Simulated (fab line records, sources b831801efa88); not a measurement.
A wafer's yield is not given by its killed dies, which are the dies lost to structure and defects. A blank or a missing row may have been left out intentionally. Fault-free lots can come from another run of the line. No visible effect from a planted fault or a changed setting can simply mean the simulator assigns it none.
Chamber matching || flow gf180mcu || 4 sister chambers for GF_V1_ETCH_17 on rie-diel-03
The step etches SiO2 in C4F8/O2/Ar, stops on TiN, target depth 630 nm. 4 wafers are shown with their chamber, then 9 later ones without.

## WAFERS, EACH WITH ITS CHAMBER
{"wafer": "L166.1", "chamber": 3, "oes-product-au (a.u.)": 0.863}
{"wafer": "L169.1", "chamber": 0, "oes-product-au (a.u.)": 0.850}
{"wafer": "L169.3", "chamber": 1, "oes-product-au (a.u.)": 0.849}
{"wafer": "L169.4", "chamber": 2, "oes-product-au (a.u.)": 0.862}

## WAFERS WHOSE CHAMBER IS MISSING
{"wafer": "L176.2", "oes-product-au (a.u.)": 0.856}
{"wafer": "L176.5", "oes-product-au (a.u.)": 0.849}
{"wafer": "L176.6", "oes-product-au (a.u.)": 0.853}
{"wafer": "L179.3", "oes-product-au (a.u.)": 0.860}
{"wafer": "L179.5", "oes-product-au (a.u.)": 0.853}
{"wafer": "L179.6", "oes-product-au (a.u.)": 0.857}
{"wafer": "L180.1", "oes-product-au (a.u.)": 0.858}
{"wafer": "L180.2", "oes-product-au (a.u.)": 0.858}
{"wafer": "L180.6", "oes-product-au (a.u.)": 0.862}

## WHICH CHAMBER EACH WENT THROUGH
{"wafer": "L176.2", "from the rows above": "can't be placed: 0 or 2 or 1 or 3", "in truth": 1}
{"wafer": "L176.5", "from the rows above": "can't be placed: 1 or 0", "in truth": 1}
{"wafer": "L176.6", "from the rows above": "can't be placed: 0 or 1 or 2 or 3", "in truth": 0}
{"wafer": "L179.3", "from the rows above": "can't be placed: 2 or 3", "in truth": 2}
{"wafer": "L179.5", "from the rows above": "can't be placed: 0 or 1 or 2 or 3", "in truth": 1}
{"wafer": "L179.6", "from the rows above": "can't be placed: 2 or 3 or 0 or 1", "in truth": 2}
{"wafer": "L180.1", "from the rows above": "can't be placed: 2 or 3 or 0 or 1", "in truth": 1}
{"wafer": "L180.2", "from the rows above": "can't be placed: 2 or 3 or 0 or 1", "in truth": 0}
{"wafer": "L180.6", "from the rows above": "can't be placed: 2 or 3", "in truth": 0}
Placed correctly: 0 of 9. Unplaceable from these rows: 9, with the true chamber sitting among the candidates in 8. Wrongly placed: 0.
How it was worked out, from the rows above alone: a wafer's distance from a chamber is the root of the sum, over the readings, of the square of ((its reading less the chamber's mean) divided by the reading's scatter). The wafer belongs to the nearest chamber; if the next one is less than 2 further off, it can't be placed. A chamber's mean is the mean of its shown wafers. The scatter (one wafer shown for each chamber): square how far every hidden wafer sits from the nearest shown wafer, average those squares and take the square root.
